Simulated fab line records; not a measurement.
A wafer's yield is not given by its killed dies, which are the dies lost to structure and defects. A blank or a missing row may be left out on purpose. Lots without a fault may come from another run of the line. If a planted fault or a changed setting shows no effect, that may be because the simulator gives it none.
Which tool was responsible? ; flow sky130 ; 42 wafers from 14 lots sampled at 4 of the route's 708 steps

== WHAT EACH GAUGE READ, for each wafer ==
SKY_VIA4_BOW_MEAS_03. Usual: VIA4_BOW 80 um, standard deviation 9.4.
lot;measured;on;VIA4_BOW (um);flag
L812;day 41 22:46;filmMetro-03;76 71 78;
L813;day 42 05:16;filmMetro-02;72 72 83;
L814;day 42 13:26;filmMetro-02;85 90 95;
L816;day 43 02:23;filmMetro-02;85 84 99;
L817;day 43 16:19;filmMetro-03;90 71 82;
L818;day 44 01:09;filmMetro-02;82 69 76;
L820;day 44 16:32;filmMetro-02;87 70 58;
L821;day 45 01:44;filmMetro-03;83 78 79;
L823;day 45 10:45;filmMetro-03;70 74 71;
L825;day 45 13:47;filmMetro-01;69 90 76;
L826;day 45 16:29;filmMetro-01;83 81 96;
L831;day 46 18:20;filmMetro-02;79 74 84;
L832;day 46 22:44;filmMetro-03;75 66 71;
L835;day 47 17:34;filmMetro-03;71 80 79;

SKY_VIA4_OVL_MEAS_11. Usual: VIA4_OVL -0.1 nm, standard deviation 1.4.
lot;measured;on;VIA4_OVL (nm);flag
L812;day 42 21:31;overlay-02;-3.3 -1.3 -1.0;
L813;day 43 04:16;overlay-01;1.5 -0.6 0.3;
L814;day 43 12:13;overlay-02;0.0 -0.2 -0.1;
L816;day 44 00:28;overlay-01;-0.1 0.5 -0.9;
L817;day 44 15:05;overlay-02;-0.8 -2.1 -2.3;
L818;day 44 22:29;overlay-02;-1.1 1.2 0.8;
L820;day 45 14:29;overlay-02;-1.6 -2.2 -2.2;
L821;day 45 23:19;overlay-02;-0.9 -0.8 -1.4;
L823;day 46 06:58;overlay-02;1.7 2.0 0.1;
L825;day 46 11:01;overlay-02;-1.3 -1.0 -1.7;
L826;day 46 13:10;overlay-01;1.6 0.9 0.7;
L831;day 47 14:01;overlay-01;2.9 2.2 1.1;
L832;day 47 19:07;overlay-02;0.4 0.5 -0.8;
L835;day 48 13:01;overlay-02;-1.1 -1.1 -1.0;

SKY_PASSIVATION_THK_MEAS_03. Usual: PASSIVATION_CVD_02_THK 542 nm, standard deviation 7.1.
lot;measured;on;PASSIVATION_CVD_02_THK (nm);flag
L812;day 43 22:13;filmMetro-01;543 549 561;
L813;day 44 05:29;filmMetro-03;540 532 540;
L814;day 44 13:08;filmMetro-01;531 534 540;
L816;day 45 00:51;filmMetro-01;541 540 549;
L817;day 45 15:57;filmMetro-04;542 533 545;
L818;day 45 22:32;filmMetro-03;542 547 549;
L820;day 46 14:05;filmMetro-03;539 537 544;
L821;day 46 21:41;filmMetro-04;527 538 537;
L823;day 47 06:32;filmMetro-01;540 565 542;
L825;day 47 08:59;filmMetro-04;539 549 545;
L826;day 47 12:13;filmMetro-04;548 536 546;
L831;day 48 12:41;filmMetro-01;538 546 539;
L832;day 48 17:26;filmMetro-04;543 550 553;
L835;day 49 10:14;filmMetro-04;534 535 546;

== WHAT TOOL EACH LOT RAN ON (gives the tool, then ch and the chambers of the sampled wafers, and finally the start) ==
lot;SKY_METAL1_SPUTTER_02
L812;pvdSputter-04, day 31 19:54
L813;pvdSputter-04, day 32 02:11
L814;pvdSputter-01, day 32 09:47
L816;pvdSputter-01, day 33 04:30
L817;pvdSputter-01, day 33 16:53
L818;pvdSputter-01, day 34 03:14
L820;pvdSputter-04, day 34 19:46
L821;pvdSputter-01, day 35 10:18
L823;pvdSputter-04, day 35 16:32
L825;pvdSputter-02, day 35 21:23
L826;pvdSputter-02, day 36 02:59
L831;pvdSputter-02, day 37 14:26
L832;pvdSputter-02, day 37 19:28
L835;pvdSputter-01, day 38 21:00
- SKY_METAL1_SPUTTER_02: material AlCu, target thk 250 nm, time 13.3 s.

== WHAT THE TOOLS THEMSELVES READ (means of the sampled wafers that have a number; where no wafer has one, the mark that the record gives instead) ==
SKY_METAL1_SPUTTER_02. Usual: throttleValvePct 30.1 %, standard deviation 0.99.
lot;tool;throttleValvePct (%);flag
L812;pvdSputter-04;28.3;
L813;pvdSputter-04;29.3;
L814;pvdSputter-01;29.7;
L816;pvdSputter-01;29.9;
L817;pvdSputter-01;30.7;
L818;pvdSputter-01;30.2;
L820;pvdSputter-04;29.4;
L821;pvdSputter-01;29.9;
L823;pvdSputter-04;28.9;
L825;pvdSputter-02;30.9;
L826;pvdSputter-02;30.5;
L831;pvdSputter-02;30.2;
L832;pvdSputter-02;30.4;
L835;pvdSputter-01;30.4;

== THE ANSWER, worked out from the rows above alone ==
Rule: lot off if the mean of its wafers having a number is beyond 3 standard deviations from the usual mean. Also off: a lot with no number at a reading for which 4 or more lots have one. All remaining lots with rows at the step are treated as sound. The gauges are gone through in route order, then the tools' own readings, and for those a lot's mean is taken as printed above. At the first step where some lot is off, the reading lying furthest off is the one used; lots without a number count as furthest.
No lot is off on any of the readings shown, so nothing can be concluded from this.

== WHAT THE SIMULATOR HAD PUT IN ==
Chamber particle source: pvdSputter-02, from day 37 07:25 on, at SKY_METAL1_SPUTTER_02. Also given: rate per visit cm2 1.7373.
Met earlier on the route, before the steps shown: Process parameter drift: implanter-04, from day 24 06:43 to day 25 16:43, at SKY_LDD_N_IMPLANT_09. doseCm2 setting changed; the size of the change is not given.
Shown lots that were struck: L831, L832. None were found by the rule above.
